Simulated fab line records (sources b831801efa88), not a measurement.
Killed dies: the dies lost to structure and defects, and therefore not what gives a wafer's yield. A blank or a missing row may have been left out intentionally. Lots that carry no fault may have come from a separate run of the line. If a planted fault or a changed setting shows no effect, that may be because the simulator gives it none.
Matching of chambers || flow sky130 || SKY_LI_CONTACT_CMP_24 on cmp-01 has 4 sister chambers
The step polishes, stops on PSG, t overpolish 20 s, target thk 0 nm. 8 wafers are shown with their chamber, then 6 later ones without.

## WAFERS PAIRED WITH THEIR CHAMBERS
{"wafer": "L603.2", "chamber": 3, "motor current A (A)": 12.5, "slurry flow ml min": 149.6}
{"wafer": "L604.4", "chamber": 0, "motor current A (A)": 10.4, "slurry flow ml min": 150.1}
{"wafer": "L604.5", "chamber": 3, "motor current A (A)": 12.6, "slurry flow ml min": 150.5}
{"wafer": "L608.1", "chamber": 1, "motor current A (A)": 9.9, "slurry flow ml min": 149.0}
{"wafer": "L608.3", "chamber": 2, "motor current A (A)": 10.5, "slurry flow ml min": 149.9}
{"wafer": "L608.5", "chamber": 2, "motor current A (A)": 10.4, "slurry flow ml min": 149.4}
{"wafer": "L610.2", "chamber": 0, "motor current A (A)": 10.1, "slurry flow ml min": 150.2}
{"wafer": "L610.4", "chamber": 1, "motor current A (A)": 9.7, "slurry flow ml min": 149.9}

## WAFERS WHOSE CHAMBER IS MISSING
{"wafer": "L610.5", "motor current A (A)": 12.1, "slurry flow ml min": 149.4}
{"wafer": "L611.2", "motor current A (A)": 10.3, "slurry flow ml min": 150.7}
{"wafer": "L611.3", "motor current A (A)": 10.3, "slurry flow ml min": 150.1}
{"wafer": "L611.6", "motor current A (A)": 10.4, "slurry flow ml min": 150.1}
{"wafer": "L614.1", "motor current A (A)": 9.2, "slurry flow ml min": 149.4}
{"wafer": "L618.4", "motor current A (A)": 13.0, "slurry flow ml min": 150.3}

## THE CHAMBER EACH PASSED THROUGH
{"wafer": "L610.5", "from the rows above": 3, "in truth": 3}
{"wafer": "L611.2", "from the rows above": "can't be placed: 0 or 2", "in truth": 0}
{"wafer": "L611.3", "from the rows above": "can't be placed: 0 or 2", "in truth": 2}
{"wafer": "L611.6", "from the rows above": "can't be placed: 2 or 0", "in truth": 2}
{"wafer": "L614.1", "from the rows above": 1, "in truth": 1}
{"wafer": "L618.4", "from the rows above": 3, "in truth": 3}
Correctly placed: 3 of 6. Unplaceable from these rows: 3, with the true chamber sitting among the candidates in 3. Number placed wrongly: 0.
How it was worked out, from the rows above alone: a wafer's distance from a chamber is the root of the sum, over the readings, of the square of ((its reading less the chamber's mean) divided by the reading's scatter). The wafer belongs to the nearest chamber; if the next one is less than 2 further off, it can't be placed. Each chamber's mean is taken over the wafers shown for it. How the scatter is found: for the shown wafers, subtract from each reading the mean of its chamber, square and add these, divide the total by (wafers less chambers), then take the root.
